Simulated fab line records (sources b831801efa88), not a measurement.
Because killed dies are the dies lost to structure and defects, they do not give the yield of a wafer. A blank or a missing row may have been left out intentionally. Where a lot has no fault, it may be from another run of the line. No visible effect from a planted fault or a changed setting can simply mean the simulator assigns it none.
Code-filled problem report in 8D (eight disciplines) form -- flow sky130 -- the parts of the form that need people (team, actions taken, sign-off) are left out

## 1. PROBLEM STATEMENT
Wafers without a fault read 0.710 a.u. with a standard deviation of 0.0046, while oes product au at SKY_SONOS_ONO_STRIP_17 averages 0.869 a.u. across 3 wafers of 1 lot. Relative to the usual mean, that is a shift of +35 standard deviations.
The step: strips in O2/N2.
Seen first at day 14 16:34 on plasma asher-01, wafer L966.1. At this step, 39 wafers from 13 lots have a number in the record. Rule for "out" (also "out of limits"): further than 4 standard deviations from the usual mean. Any other wafer with a number is counted as sound.

## 2. WHAT IT IS; WHAT IT IS NOT
question,is,is not
which readings at this step,oes product au,"drypump motor current A, o2 flow sccm"
which lots,L966,"L963, L964, L967, L969, L976, L977, L978, L979, L981, L982, L983, L985"
which wafers of those lots,all that have a number,-
read on which tools,plasma asher-01,"plasma asher-02, plasma asher-04"
when,from day 14 16:34,"up to then (6 sound wafers); but 30 sound wafers of L967, L969, L976, L977, L978, L979, L981, L982, L983, L985 came after"

## 3. THE SUSPECTS, EACH WITH WHAT RULES IT OUT
Counting: a tool at any process step up to the reading remains a suspect when it ran all the lots that are out and ran no sound lot after the first of those.
- plasma asher-01 at SKY_SONOS_ONO_STRIP_17 (strips in O2/N2): ruled out as a lasting fault. The sound lots L979, L981, L982, L983 went through it after L966, its earliest lot that is out (day 14 16:34).
Left after counting: nothing in the record.

## 4. THE CAUSE (what the simulator had put in)
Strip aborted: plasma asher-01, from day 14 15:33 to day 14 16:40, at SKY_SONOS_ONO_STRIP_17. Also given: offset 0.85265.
Counting ruled it out, wrongly.

## 5. THE EFFECT CHAIN, in route order
Each row: a reading whose mean over the struck wafers that have a number lies more than 3 standard deviations from the usual. Only readings for which the record gives a usual standard deviation are gone through. hours: the time from each lot's start at the first step in this table that gives one to its start at this step, as a median over the lots. sigmas: the change in usual standard deviations.
hours,step,reading,usual,on struck wafers,change,sigmas
0,SKY_SONOS_ONO_STRIP_17,oes product au,0.710 a.u.,0.869,+0.159,+35
781,SKY_PAD_OPEN_PROBE_99,killed at front end,15,414,+399,+85
781,SKY_PAD_OPEN_PROBE_99,killed dies,85,492,+407,+41
781,SKY_PAD_OPEN_PROBE_99,killed on rim,17,96,+79,+19
Here are the process steps it includes:
- SKY_SONOS_ONO_STRIP_17: strips in O2/N2.
- SKY_PAD_OPEN_PROBE_99
Readings that are blank on the struck wafers while sound wafers have them: strip time to endpoint s at SKY_SONOS_ONO_STRIP_17.
Later steps that measure or inspect, where all struck wafers having a row at the step show a number for every such reading and not one has moved that far: SKY_GATE_OXIDE_TW_MEAS_14.

## 6. WHAT WOULD HAVE CAUGHT IT SOONER
In this record the first reading out of limits was taken at day 14 16:34, 1 hour after the fault began at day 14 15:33.
